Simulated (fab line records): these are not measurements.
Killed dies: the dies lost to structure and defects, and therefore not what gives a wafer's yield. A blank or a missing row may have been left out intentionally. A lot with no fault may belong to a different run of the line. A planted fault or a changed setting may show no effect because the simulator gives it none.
The tool behind it: which one? / flow gf180mcu / Sampling: 11 lots, 33 wafers, 5 of 602 route steps

WHAT EACH GAUGE READ, for each wafer
GF_HV_LDD_CD_MEAS_19: the cd target is 400 nm.
lot=L969; measured=day 11 14:56; on=cd sem-01; cd nm (nm)=404.2 403.3 402.9
lot=L971; measured=day 11 23:00; on=cd sem-01; cd nm (nm)=401.3 399.8 399.2
lot=L972; measured=day 12 06:25; on=cd sem-02; cd nm (nm)=399.8 401.0 401.3
lot=L978; measured=day 14 00:37; on=cd sem-02; cd nm (nm)=398.3 397.7 398.5
lot=L979; measured=day 14 09:01; on=cd sem-01; cd nm (nm)=399.1 401.7 398.4
lot=L980; measured=day 14 13:23; on=cd sem-01; cd nm (nm)=403.6 401.1 401.3
lot=L986; measured=day 16 13:56; on=cd sem-02; cd nm (nm)=408.2 409.4 410.4
lot=L987; measured=day 16 17:42; on=cd sem-02; cd nm (nm)=401.5 401.9 404.6
lot=L988; measured=day 17 04:11; on=cd sem-01; cd nm (nm)=411.9 410.0 409.9
lot=L990; measured=day 17 16:13; on=cd sem-02; cd nm (nm)=400.1 401.0 399.9
lot=L991; measured=day 17 22:49; on=cd sem-01; cd nm (nm)=400.4 398.6 398.5

GF_CONTACT_OVL_MEAS_15.
lot=L969; measured=day 17 02:31; on=overlay-02; CONTACT_OVL (nm)=4 8 3
lot=L971; measured=day 17 11:05; on=overlay-02; CONTACT_OVL (nm)=6 -2 4
lot=L972; measured=day 17 21:58; on=overlay-01; CONTACT_OVL (nm)=4 0 11
lot=L978; measured=day 19 23:13; on=overlay-02; CONTACT_OVL (nm)=2 1 -8
lot=L979; measured=day 20 09:43; on=overlay-01; CONTACT_OVL (nm)=10 4 6
lot=L980; measured=day 20 12:34; on=overlay-01; CONTACT_OVL (nm)=7 10 9
lot=L986; measured=day 22 18:20; on=overlay-02; CONTACT_OVL (nm)=13 13 15
lot=L987; measured=day 22 23:52; on=overlay-02; CONTACT_OVL (nm)=-1 9 -3
lot=L988; measured=day 23 11:12; on=overlay-01; CONTACT_OVL (nm)=12 10 9
lot=L990; measured=day 23 21:44; on=overlay-02; CONTACT_OVL (nm)=0 7 4
lot=L991; measured=day 24 03:41; on=overlay-01; CONTACT_OVL (nm)=-4 7 -8

TOOL THAT RAN EACH LOT (tool first, then ch and the chambers of the sampled wafers, then the start)
lot=L969; GF_HV_LDD_COAT_14=litho track-02 ch 0, day 11 05:11; GF_HV_LDD_STRIP_22=plasma asher-04 ch 0,1, day 11 15:13; GF_PSD_STRIP_10=plasma asher-04 ch 0,1, day 15 04:59
lot=L971; GF_HV_LDD_COAT_14=litho track-04 ch 0, day 11 13:13; GF_HV_LDD_STRIP_22=plasma asher-04 ch 0,1, day 11 23:17; GF_PSD_STRIP_10=plasma asher-04 ch 0,1, day 15 12:12
lot=L972; GF_HV_LDD_COAT_14=litho track-02 ch 0, day 11 21:07; GF_HV_LDD_STRIP_22=plasma asher-04 ch 0,1, day 12 06:43; GF_PSD_STRIP_10=plasma asher-02 ch 0,1, day 15 21:55
lot=L978; GF_HV_LDD_COAT_14=litho track-03 ch 0, day 13 14:32; GF_HV_LDD_STRIP_22=plasma asher-02 ch 0,1, day 14 00:55; GF_PSD_STRIP_10=plasma asher-01 ch 0,1, day 17 20:10
lot=L979; GF_HV_LDD_COAT_14=litho track-02 ch 0, day 13 22:49; GF_HV_LDD_STRIP_22=plasma asher-03 ch 0,1, day 14 09:19; GF_PSD_STRIP_10=plasma asher-02 ch 0,1, day 18 06:58
lot=L980; GF_HV_LDD_COAT_14=litho track-04 ch 0, day 14 02:50; GF_HV_LDD_STRIP_22=plasma asher-04 ch 0,1, day 14 13:42; GF_PSD_STRIP_10=plasma asher-02 ch 0,1, day 18 10:22
lot=L986; GF_HV_LDD_COAT_14=litho track-04 ch 0, day 16 03:11; GF_HV_LDD_STRIP_22=plasma asher-02 ch 0,1, day 16 14:14; GF_PSD_STRIP_10=plasma asher-01 ch 0,1, day 20 17:16
lot=L987; GF_HV_LDD_COAT_14=litho track-02 ch 0, day 16 06:32; GF_HV_LDD_STRIP_22=plasma asher-04 ch 0,1, day 16 17:59; GF_PSD_STRIP_10=plasma asher-01 ch 0,1, day 20 22:31
lot=L988; GF_HV_LDD_COAT_14=litho track-04 ch 0, day 16 16:41; GF_HV_LDD_STRIP_22=plasma asher-02 ch 0,1, day 17 04:29; GF_PSD_STRIP_10=plasma asher-02 ch 0,1, day 21 09:58
lot=L990; GF_HV_LDD_COAT_14=litho track-02 ch 0, day 17 04:52; GF_HV_LDD_STRIP_22=plasma asher-02 ch 0,1, day 17 16:31; GF_PSD_STRIP_10=plasma asher-01 ch 0,1, day 21 21:32
lot=L991; GF_HV_LDD_COAT_14=litho track-02 ch 0, day 17 11:20; GF_HV_LDD_STRIP_22=plasma asher-03 ch 0,1, day 17 23:05; GF_PSD_STRIP_10=plasma asher-01 ch 0, day 22 03:31
- GF_HV_LDD_COAT_14: resist thk 1000 nm.
- GF_HV_LDD_STRIP_22: strips in O2/N2.
- GF_PSD_STRIP_10: strips in O2/N2.

WHAT THE TOOLS THEMSELVES READ (means of the sampled wafers that have a number; where no wafer has one, the mark that the record gives instead)
GF_HV_LDD_COAT_14.
lot=L969; tool=litho track-02; chill plate temp C (C)=22.99; exhaust pa (Pa)=44.0; resist line temp C (C)=23.08; spin speed rpm (rpm)=3000.4
lot=L971; tool=litho track-04; chill plate temp C (C)=23.17; exhaust pa (Pa)=45.9; resist line temp C (C)=22.93; spin speed rpm (rpm)=3000.4
lot=L972; tool=litho track-02; chill plate temp C (C)=23.07; exhaust pa (Pa)=45.7; resist line temp C (C)=23.02; spin speed rpm (rpm)=3001.0
lot=L978; tool=litho track-03; chill plate temp C (C)=22.85; exhaust pa (Pa)=46.2; resist line temp C (C)=23.06; spin speed rpm (rpm)=2998.8
lot=L979; tool=litho track-02; chill plate temp C (C)=22.91; exhaust pa (Pa)=44.5; resist line temp C (C)=22.88; spin speed rpm (rpm)=2999.8
lot=L980; tool=litho track-04; chill plate temp C (C)=22.97; exhaust pa (Pa)=45.3; resist line temp C (C)=23.18; spin speed rpm (rpm)=2999.5
lot=L986; tool=litho track-04; chill plate temp C (C)=23.00; exhaust pa (Pa)=46.1; resist line temp C (C)=22.89; spin speed rpm (rpm)=3569.4
lot=L987; tool=litho track-02; chill plate temp C (C)=23.06; exhaust pa (Pa)=43.7; resist line temp C (C)=22.84; spin speed rpm (rpm)=2999.2
lot=L988; tool=litho track-04; chill plate temp C (C)=22.95; exhaust pa (Pa)=45.1; resist line temp C (C)=22.93; spin speed rpm (rpm)=3567.5
lot=L990; tool=litho track-02; chill plate temp C (C)=23.25; exhaust pa (Pa)=45.4; resist line temp C (C)=22.94; spin speed rpm (rpm)=3001.5
lot=L991; tool=litho track-02; chill plate temp C (C)=23.17; exhaust pa (Pa)=45.8; resist line temp C (C)=23.00; spin speed rpm (rpm)=2999.6

GF_HV_LDD_STRIP_22.
lot=L969; tool=plasma asher-04; drypump motor current A (A)=5.2; heater power w (W)=349; oes product au (a.u.)=0.713; strip time to endpoint s (s)=12.61
lot=L971; tool=plasma asher-04; drypump motor current A (A)=5.3; heater power w (W)=393; oes product au (a.u.)=0.718; strip time to endpoint s (s)=12.65
lot=L972; tool=plasma asher-04; drypump motor current A (A)=5.3; heater power w (W)=392; oes product au (a.u.)=0.717; strip time to endpoint s (s)=12.60
lot=L978; tool=plasma asher-02; drypump motor current A (A)=6.1; heater power w (W)=325; oes product au (a.u.)=0.707; strip time to endpoint s (s)=12.62
lot=L979; tool=plasma asher-03; drypump motor current A (A)=5.8; heater power w (W)=330; oes product au (a.u.)=0.715; strip time to endpoint s (s)=12.66
lot=L980; tool=plasma asher-04; drypump motor current A (A)=5.3; heater power w (W)=391; oes product au (a.u.)=0.714; strip time to endpoint s (s)=12.68
lot=L986; tool=plasma asher-02; drypump motor current A (A)=6.1; heater power w (W)=322; oes product au (a.u.)=0.716; strip time to endpoint s (s)=11.62
lot=L987; tool=plasma asher-04; drypump motor current A (A)=5.3; heater power w (W)=392; oes product au (a.u.)=0.718; strip time to endpoint s (s)=12.60
lot=L988; tool=plasma asher-02; drypump motor current A (A)=6.2; heater power w (W)=320; oes product au (a.u.)=0.716; strip time to endpoint s (s)=11.65
lot=L990; tool=plasma asher-02; drypump motor current A (A)=6.1; heater power w (W)=321; oes product au (a.u.)=0.713; strip time to endpoint s (s)=12.58
lot=L991; tool=plasma asher-03; drypump motor current A (A)=5.9; heater power w (W)=334; oes product au (a.u.)=0.715; strip time to endpoint s (s)=12.59

GF_PSD_STRIP_10.
lot=L969; tool=plasma asher-04; drypump motor current A (A)=5.3; heater power w (W)=344; oes product au (a.u.)=0.591; strip time to endpoint s (s)=16.52
lot=L971; tool=plasma asher-04; drypump motor current A (A)=5.2; heater power w (W)=345; oes product au (a.u.)=0.593; strip time to endpoint s (s)=16.49
lot=L972; tool=plasma asher-02; drypump motor current A (A)=6.2; heater power w (W)=321; oes product au (a.u.)=0.593; strip time to endpoint s (s)=16.54
lot=L978; tool=plasma asher-01; drypump motor current A (A)=5.7; heater power w (W)=300; oes product au (a.u.)=0.593; strip time to endpoint s (s)=16.54
lot=L979; tool=plasma asher-02; drypump motor current A (A)=6.1; heater power w (W)=321; oes product au (a.u.)=0.594; strip time to endpoint s (s)=16.55
lot=L980; tool=plasma asher-02; drypump motor current A (A)=6.1; heater power w (W)=319; oes product au (a.u.)=0.596; strip time to endpoint s (s)=16.49
lot=L986; tool=plasma asher-01; drypump motor current A (A)=5.7; heater power w (W)=303; oes product au (a.u.)=0.589; strip time to endpoint s (s)=16.46
lot=L987; tool=plasma asher-01; drypump motor current A (A)=5.9; heater power w (W)=295; oes product au (a.u.)=0.591; strip time to endpoint s (s)=16.55
lot=L988; tool=plasma asher-02; drypump motor current A (A)=6.1; heater power w (W)=323; oes product au (a.u.)=0.592; strip time to endpoint s (s)=16.56
lot=L990; tool=plasma asher-01; drypump motor current A (A)=5.7; heater power w (W)=310; oes product au (a.u.)=0.593; strip time to endpoint s (s)=16.53
lot=L991; tool=plasma asher-01; drypump motor current A (A)=6.0; heater power w (W)=302; oes product au (a.u.)=0.588; strip time to endpoint s (s)=16.54

THE ANSWER, worked out from the rows above alone
Rule: usual is defined by the lots themselves. The widest of any qualifying gaps counts: lots, ordered by their means at a reading, are off when they make up no more than a third of the lots, leave a main group of 4 or more, and stand apart from it by 3 or more times the standard deviation of that group's means. A main group whose means are all the same, to the digits that the tables above print for the reading, isn't used. Also off: a lot with no number at a reading for which 4 or more lots have one. All remaining lots with rows at the step are treated as sound. The gauges are gone through in route order, then the tools' own readings, and for those a lot's mean is taken as printed above. The first step at which some lot is off is used, and at that step the reading that is off furthest; a lot without a number counts as furthest.
Off: L986, L988 (GF_HV_LDD_CD_MEAS_19, cd nm). Mean 400.7 nm and standard deviation 1.6 in the main group.
A tool fits if, at a process step before that reading, it ran every lot that is off, and no sound lot after the first of them. The gauges at GF_HV_LDD_CD_MEAS_19 aren't tried: what is off there is off at GF_HV_LDD_COAT_14 too, on other tools, and a gauge's error can't cause that. One fits: litho track-04 at GF_HV_LDD_COAT_14. A fault onset in the window from L980 (day 14 02:50, its last sound lot) to L986 (day 16 03:11, its first lot off) fits.
On the lots that are off, the tool's own readings at GF_HV_LDD_COAT_14 differ by more than 5 times the standard deviation of the sound lots' means, which bears it out; spin speed rpm reads 3568.4 rpm there versus 3000.0 rpm on the sound lots.

WHAT THE SIMULATOR HAD INSERTED
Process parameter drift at GF_HV_LDD_COAT_14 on litho track-04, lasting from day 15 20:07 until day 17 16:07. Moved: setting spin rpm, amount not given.
Shown lots that were struck: L986, L988. The rule above found the same.
